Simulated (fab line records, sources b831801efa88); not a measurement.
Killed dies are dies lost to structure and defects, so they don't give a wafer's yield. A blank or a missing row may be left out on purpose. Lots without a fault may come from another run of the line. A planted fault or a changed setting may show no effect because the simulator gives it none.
A struck lot beside a sound one | flow sky130 | 14 steps out of a route of 708
Sound: wafers L636.2, L636.4, L636.6. Struck: wafers L640.1, L640.2, L640.4. The cause comes at the end.
At each step with rows: each side's tool, then ch and its chambers, then its first start. Under that, the readings that differ: sound wafers | struck wafers | difference of the means | sigmas: that difference in standard deviations of wafers without a fault.
alike: readings whose means differ by less than 2 such deviations, and words and numbers that are the same on both sides. not compared: withheld readings, readings that some wafer has no value for, bounds like >300 that may hide the same value, and numbers for which the record gives no deviation and whose values overlap.
The two part at a step that has a row with sigmas, a row that says differs or no value, or rows on one side only. Numbers that don't overlap but have no deviation are shown without sigmas and don't part them. A reading that every wafer of one side lacks parts them only if that side has two wafers or more.

SKY_VIA2_CD_MEAS_12: target cd 200 nm.
  sound on cd_sem-02, day 37 16:36; struck on cd_sem-01, day 39 01:14
  alike: cd_nm
SKY_VIA2_OVL_MEAS_13:
  sound on overlay-02, day 37 16:43; struck on overlay-02, day 39 01:21
  alike: VIA2_OVL
SKY_VIA2_ETCH_14: etches BARC in N2/H2, stops on SiO2, time 45.9 s, target depth 60 nm.
  sound on rie_diel-01 ch 1,2,3, day 37 16:44; struck on rie_diel-01 ch 0,1,2, day 39 01:23
  alike: drypump_motor_current_A, oes_product_au, throttle_valve_pct
  not compared: rf_hours_counter_h
SKY_VIA2_ETCH_15: etches SiO2 in C4F8/O2/Ar, stops on TiN, target depth 546 nm, time 84 s.
  sound on rie_diel-01 ch 1,2,3, day 37 16:47; struck on rie_diel-01 ch 0,1,2, day 39 01:26
  alike: oes_product_au
  not compared: rf_hours_counter_h
SKY_VIA2_STRIP_16: strips in O2/N2.
  sound on plasma_asher-04 ch 0, day 37 16:50; struck on plasma_asher-03 ch 0,1, day 39 01:29
  alike: drypump_motor_current_A, oes_product_au, strip_time_to_endpoint_s
  not compared: rf_hours_counter_h
then, 3 steps without rows for these wafers: SKY_VIA2_STRIP_17 (strips in post etch residue remover, time 1200 s); SKY_VIA2_CLEAN_18 (cleans in IPA, time 180 s); SKY_VIA2_CLEAN_19 (cleans in O3/DIW).
SKY_VIA2_SPUTTER_20: material TiN, target thk 20 nm, time 80 s.
  sound on pvd_sputter-01, day 37 17:28; struck on pvd_sputter-03, day 39 02:08
  alike: cathode_dc_power_W, chamber_pressure_pa, throttle_valve_pct
SKY_VIA2_CVD_21: deposits W, target thk 420 nm, time 126.4 s.
  sound on cvd_w-01 ch 0,1, day 37 17:32; struck on cvd_w-02 ch 0,1, day 39 02:11
  alike: heater_power_w
SKY_VIA2_RS_MEAS_22: measures by four-point-probe.
  sound on film_metro-01, day 37 17:41; struck on film_metro-03, day 39 02:19
  alike: VIA2_W_RS
SKY_VIA2_THK_MEAS_23: measures by xrf.
  sound on film_metro-01, day 37 17:47; struck on film_metro-03, day 39 02:26
  reading         | sound       | struck      | difference | sigmas
  VIA2_W_THK (nm) | 449 440 441 | 421 429 422 | -19        | -3
SKY_VIA2_CMP_24: polishes, stops on SiO2, t overpolish 20 s, target thk 0 nm.
  sound on cmp-02 ch 2,3, day 37 17:50; struck on cmp-01 ch 0,2,3, day 39 02:33
  no value came back on the struck wafers for any of 5 readings (edge_zone_pressure_frac, head_pressure_psi (psi) and others); on the sound wafers edge_zone_pressure_frac reads 0.998 1.003 1.000
  reading                                  | sound             | struck            | difference | sigmas
  model.W_of_VIA2_CVD_21.thk_nm (nm)       | 0 0 0             | 412.3 422.4 416.5 | +417.1     |
  model.SiO2_of_VIA2_HDPCVD_00.thk_nm (nm) | 491.9 489.3 491.3 | 494.8 494.7 493.5 | +3.5       |
-- the record jumps here: 9 days lie between the struck wafers' starts before and after (it left off in module VIA2 and takes up again in module PAD_OPEN, whose first step shown is number 708 of the route) --
SKY_PAD_OPEN_PROBE_99:
  sound on prober-02, day 47 02:50; struck on prober-01, day 48 02:56
  reading                  | sound          | struck         | difference | sigmas
  defect_limited_yield (%) | 85.4 83.7 78.7 | 0 0 0          | -83        | -38
  killed_at_M0_to_M3       | 34 41 51       | 450 454 453    | +410       | +55
  killed_dies              | 72 80 105      | 492 492 492    | +406       | +37
  killed_on_rim            | 15 17 24       | 96 96 96       | +77        | +21
  sort_bin_3_pad_short (%) | 0.6 0.6 1.2    | 86.8 84.8 83.9 | +84.4      | +99 or more
  sort_n_pass              | 420 412 387    | 0 0 0          | -406       | -37
  sort_yield_pct (%)       | 85.4 83.7 78.7 | 0 0 0          | -83        | -38
  alike: killed_at_M4_up, killed_at_contacts, killed_at_front_end, killed_at_other, killed_open, killed_short, sort_bin_5_function, sort_bin_6_memory

WHERE THEY PART
First at SKY_VIA2_THK_MEAS_23; last, within this record, at SKY_PAD_OPEN_PROBE_99.

WHY: what the simulator had put in
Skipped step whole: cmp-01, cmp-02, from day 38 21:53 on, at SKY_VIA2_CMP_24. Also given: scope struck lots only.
